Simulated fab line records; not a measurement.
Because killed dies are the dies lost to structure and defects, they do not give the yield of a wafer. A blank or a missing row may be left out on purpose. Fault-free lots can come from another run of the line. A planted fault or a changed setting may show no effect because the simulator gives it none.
Comparing a struck lot with a sound one    flow sky130    16 steps out of a route of 708
Sound: these wafers, L572.1, L572.5, L572.6. Struck: wafers L582.2, L582.4, L582.5. At the end, the cause is stated.
For every step that has rows: the tool of each side, followed by ch and its chambers, followed by its first start. Under that, the readings that differ: sound wafers    struck wafers    difference of the means    sigmas: that difference in standard deviations of wafers without a fault.
alike: readings whose means differ by less than 2 such deviations, and words and numbers that are the same on both sides. not compared: withheld readings, readings that some wafer has no value for, bounds like >300 that may hide the same value, and numbers for which the record gives no deviation and whose values overlap.
A row with sigmas, a row that says differs or no value, or rows on one side alone: a step with any of these is where the two part. Numbers that don't overlap but have no deviation are shown without sigmas and don't part them. A reading missing from all wafers of one side parts the sides only when that side holds two or more wafers.

SKY_NWELL_RS_MEAS_29: the measuring method here is four-point-probe.
  sound on film metro-03 at day 5 07:11; struck on film metro-02 at day 7 20:35
  alike: NWELL_RS
SKY_NWELL_RS_MEAS_31: the measuring method here is four-point-probe.
  sound on film metro-03 at day 5 07:25; struck on film metro-02 at day 7 20:49
  alike: PWDE_RS
then, 7 steps without rows for these wafers: SKY_VT_ADJUST_HVTP_DEHYDRATE_00 (time 60 s); SKY_VT_ADJUST_HVTP_HMDS_01 (prime time 60 s); SKY_VT_ADJUST_HVTP_COAT_02 (resist thk 1140 nm); SKY_VT_ADJUST_HVTP_SOFTBAKE_03 (time 60 s); SKY_VT_ADJUST_HVTP_EXPOSE_04 (exposes mask HVTPM, target cd 380 nm); SKY_VT_ADJUST_HVTP_PEB_05; SKY_VT_ADJUST_HVTP_DEVELOP_06 (develop time 60 s).
SKY_VT_ADJUST_HVTP_CD_MEAS_07: target cd 380 nm.
  sound on cd sem-01 at day 6 01:02; struck on cd sem-02 at day 8 17:51
  alike: cd nm
SKY_VT_ADJUST_HVTP_OVL_MEAS_08:
  sound on overlay-02 at day 6 01:09; struck on overlay-01 at day 8 17:58
  alike: VT_ADJUST_HVTP_OVL
SKY_VT_ADJUST_HVTP_IMPLANT_09:
  sound on implanter-03 ch 0, day 6 01:11; struck on implanter-03 ch 0, day 8 18:01
reading                    sound                 struck                difference  sigmas
beam energy keV            150.03 149.94 150.02  137.51 137.52 137.55  -12.47      -99 or more
model.implant.rp nm (nm)   86.05 86.05 86.05     79.56 79.56 79.56     -6.49       
model.implant.drp nm (nm)  33.4 33.4 33.4        31.16 31.16 31.16     -2.24       
SKY_VT_ADJUST_HVTP_STRIP_10: strips in O2/N2.
  sound on plasma asher-01 ch 0,1, day 6 01:20; struck on plasma asher-01 ch 0,1, day 8 18:08
  alike: drypump motor current A, o2 flow sccm, oes product au, strip time to endpoint s
  not compared: rf hours counter h
SKY_VT_ADJUST_HVTP_TW_MEAS_11:
  sound on film metro-03 at day 6 01:26; struck on film metro-01 at day 8 18:15
reading            sound           struck          difference  sigmas
VT_ADJUST_HVTP_TW  1359 1349 1352  1299 1302 1299  -53         -7
then, 1 step without rows for these wafers: SKY_VT_ADJUST_LVTN_DEHYDRATE_00 (time 60 s).
-- here the record skips 40 days between the struck wafers' starts before and after, leaving off in module VT_ADJUST_LVTN and picking up in module PAD_OPEN (first step shown: number 708 of the route) --
SKY_PAD_OPEN_PROBE_99:
  sound on prober-02 at day 45 21:53; struck on prober-01 at day 48 06:56
reading                                   sound                 struck                difference  sigmas
model.etest.tip p.rs ohm sq               6729 6826 6828        7094 7046 7041        +266        
model.etest.pfet_01v8.drive ua um         189.5 193 187.2       185.8 179.3 178.4     -8.7        
model.etest.pfet_01v8_mvt.drive ua um     152.3 153.5 149.1     145.2 142.5 143.6     -7.9        
model.etest.pfet_01v8_hvt.drive ua um     140.9 144.3 139.2     138.4 132 131.4       -7.5        
model.etest.pfet_01v8_mvt.off log10 a um  -10.44 -10.23 -10.48  -11.61 -11.69 -11.79  -1.31       
model.etest.pfet_01v8.off log10 a um      -9.817 -9.454 -9.831  -10.34 -11.07 -11.02  -1.11       
  alike: killed_at_M0_to_M3, killed_at_M4_up, killed at contacts, killed at front end, killed at other, killed dies, killed open, killed short
  not compared: model.etest.pfet_01v8.r on ohm um, model.etest.sram pfet latch.drive ua um

== WHERE THEY PART ==
At SKY_VT_ADJUST_HVTP_IMPLANT_09 first; at SKY_VT_ADJUST_HVTP_TW_MEAS_11 last (within this record only). Later steps at which nothing parts them and some readings are alike: SKY_PAD_OPEN_PROBE_99.

WHY: what had been put in by the simulator
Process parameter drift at SKY_VT_ADJUST_HVTP_IMPLANT_09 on implanter-03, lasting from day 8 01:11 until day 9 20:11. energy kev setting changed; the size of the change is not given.
